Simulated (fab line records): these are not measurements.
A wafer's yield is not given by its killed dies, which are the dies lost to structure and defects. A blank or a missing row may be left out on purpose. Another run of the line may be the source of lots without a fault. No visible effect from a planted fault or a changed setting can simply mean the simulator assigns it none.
Which of the tools did it? | flow sky130 | 12 lots, 36 wafers sampled, at 4 steps of a route of 708

## WHAT EACH GAUGE READ, for each wafer
SKY_METAL5_THK_MEAS_06: measures by xrf. Usual: for METAL5_ALCU_THK the level is 1142 nm and the standard deviation is 9.7.
lot  | measured     | on           | METAL5_ALCU_THK (nm) | flag
L638 | day 42 23:12 | filmMetro-02 | 1136 1122 1142       | 
L640 | day 43 17:32 | filmMetro-02 | 1136 1145 1149       | 
L641 | day 44 05:02 | filmMetro-04 | 1146 1149 1165       | 
L643 | day 44 15:33 | filmMetro-04 | 1142 1153 1143       | 
L646 | day 45 08:11 | filmMetro-02 | 1134 1142 1133       | 
L651 | day 46 15:06 | filmMetro-04 | 1134 1135 1134       | 
L652 | day 46 22:49 | filmMetro-01 | 1131 1138 1150       | 
L653 | day 47 08:26 | filmMetro-01 | 1148 1135 1147       | 
L655 | day 47 16:39 | filmMetro-01 | 1140 1153 1149       | 
L657 | day 48 01:13 | filmMetro-01 | 1160 1147 1142       | 
L660 | day 48 21:41 | filmMetro-04 | 1146 1140 1153       | 
L661 | day 49 06:26 | filmMetro-04 | 1138 1152 1146       | 

SKY_PASSIVATION_THK_MEAS_01. Usual: for PASSIVATION_CVD_00_THK the level is 89.9 nm and the standard deviation is 1.1.
lot  | measured     | on           | PASSIVATION_CVD_00_THK (nm) | flag
L638 | day 43 22:40 | filmMetro-03 | 89.7 92.3 93.1              | 
L640 | day 44 16:35 | filmMetro-02 | 90.1 88.7 91.0              | 
L641 | day 45 03:15 | filmMetro-01 | 88.6 90.2 90.5              | 
L643 | day 45 14:13 | filmMetro-01 | 88.3 90.8 91.3              | 
L646 | day 46 05:50 | filmMetro-02 | 88.8 91.6 91.0              | 
L651 | day 47 12:18 | filmMetro-01 | 89.5 90.5 90.4              | 
L652 | day 47 18:43 | filmMetro-01 | 87.7 88.6 89.0              | 
L653 | day 48 04:30 | filmMetro-03 | 91.0 90.9 90.7              | 
L655 | day 48 12:12 | filmMetro-01 | 89.7 89.6 91.9              | 
L657 | day 48 20:38 | filmMetro-01 | 88.0 88.9 89.5              | 
L660 | day 49 16:14 | filmMetro-02 | 89.7 90.3 91.6              | 
L661 | day 50 00:53 | filmMetro-03 | 87.8 91.4 91.6              | 

## EACH LOT AND THE TOOL THAT RAN IT (in order: tool; ch and the chambers of the sampled wafers; start)
lot  | SKY_METAL3_ETCH_17                | SKY_METAL5_SPUTTER_01
L638 | rieDiel-01 ch 0,3, day 38 13:22   | pvdSputter-04, day 42 22:56
L640 | rieDiel-01 ch 0,2, day 39 10:35   | pvdSputter-02, day 43 17:17
L641 | rieDiel-01 ch 0,1,3, day 39 23:29 | pvdSputter-04, day 44 04:45
L643 | rieDiel-04 ch 1,2,3, day 40 10:46 | pvdSputter-04, day 44 15:17
L646 | rieDiel-04 ch 0,1,3, day 41 04:05 | pvdSputter-02, day 45 07:55
L651 | rieDiel-01 ch 1,2, day 42 16:14   | pvdSputter-02, day 46 14:49
L652 | rieDiel-01 ch 2,3, day 43 01:32   | pvdSputter-02, day 46 22:31
L653 | rieDiel-03 ch 0,3, day 43 10:56   | pvdSputter-03, day 47 08:09
L655 | rieDiel-03 ch 0,1,3, day 43 20:52 | pvdSputter-03, day 47 16:22
L657 | rieDiel-03 ch 0,1,2, day 44 05:28 | pvdSputter-04, day 48 00:57
L660 | rieDiel-03 ch 1,2, day 45 05:59   | pvdSputter-02, day 48 21:25
L661 | rieDiel-03 ch 1,2, day 45 16:11   | pvdSputter-03, day 49 06:10
- SKY_METAL3_ETCH_17: etches SiO2 in C4F8/O2/Ar, stops on TiN, time 3.9 s, target depth 15 nm.
- SKY_METAL5_SPUTTER_01: material TiN, target thk 20 nm, time 16.7 s.

## AS READ BY THE TOOLS THEMSELVES (means over the sampled wafers that have a number; for cases with no such wafer, the mark the record gives instead)
SKY_METAL3_ETCH_17. Usual: oesProductAu reads 0.751 a.u. (standard deviation 0.006).
lot  | tool       | oesProductAu (a.u.) | flag
L638 | rieDiel-01 | 0.752               | 
L640 | rieDiel-01 | 0.753               | 
L641 | rieDiel-01 | 0.756               | 
L643 | rieDiel-04 | 0.753               | 
L646 | rieDiel-04 | 0.755               | 
L651 | rieDiel-01 | 0.753               | 
L652 | rieDiel-01 | 0.753               | 
L653 | rieDiel-03 | 0.753               | 
L655 | rieDiel-03 | 0.753               | 
L657 | rieDiel-03 | 0.746               | 
L660 | rieDiel-03 | 0.755               | 
L661 | rieDiel-03 | 0.747               | 

SKY_METAL5_SPUTTER_01. Usual: throttleValvePct reads 30.2 % (standard deviation 0.58).
lot  | tool          | throttleValvePct (%) | flag
L638 | pvdSputter-04 | 29.9                 | 
L640 | pvdSputter-02 | 30.3                 | 
L641 | pvdSputter-04 | 30.1                 | 
L643 | pvdSputter-04 | 29.9                 | 
L646 | pvdSputter-02 | 30.3                 | 
L651 | pvdSputter-02 | 30.5                 | 
L652 | pvdSputter-02 | 30.2                 | 
L653 | pvdSputter-03 | 30.2                 | 
L655 | pvdSputter-03 | 30.3                 | 
L657 | pvdSputter-04 | 30.1                 | 
L660 | pvdSputter-02 | 31.0                 | 
L661 | pvdSputter-03 | 30.1                 | 

## THE ANSWER, worked out from the rows above alone
Rule: a lot is off if the mean of its wafers that have a number lies more than 3 standard deviations from the usual mean. A lot without any number at a reading at which 4 lots or more have one is off too. Where the step has rows for the other lots, those lots are counted as sound. After the gauges, taken in route order, come the tools' own readings; for these a lot's mean is taken, as printed above. The first step at which some lot is off is used, and at that step the reading that is off furthest; a lot without a number counts as furthest.
None of the lots is off at any reading shown; this tells nothing.

## WHAT THE SIMULATOR PUT IN
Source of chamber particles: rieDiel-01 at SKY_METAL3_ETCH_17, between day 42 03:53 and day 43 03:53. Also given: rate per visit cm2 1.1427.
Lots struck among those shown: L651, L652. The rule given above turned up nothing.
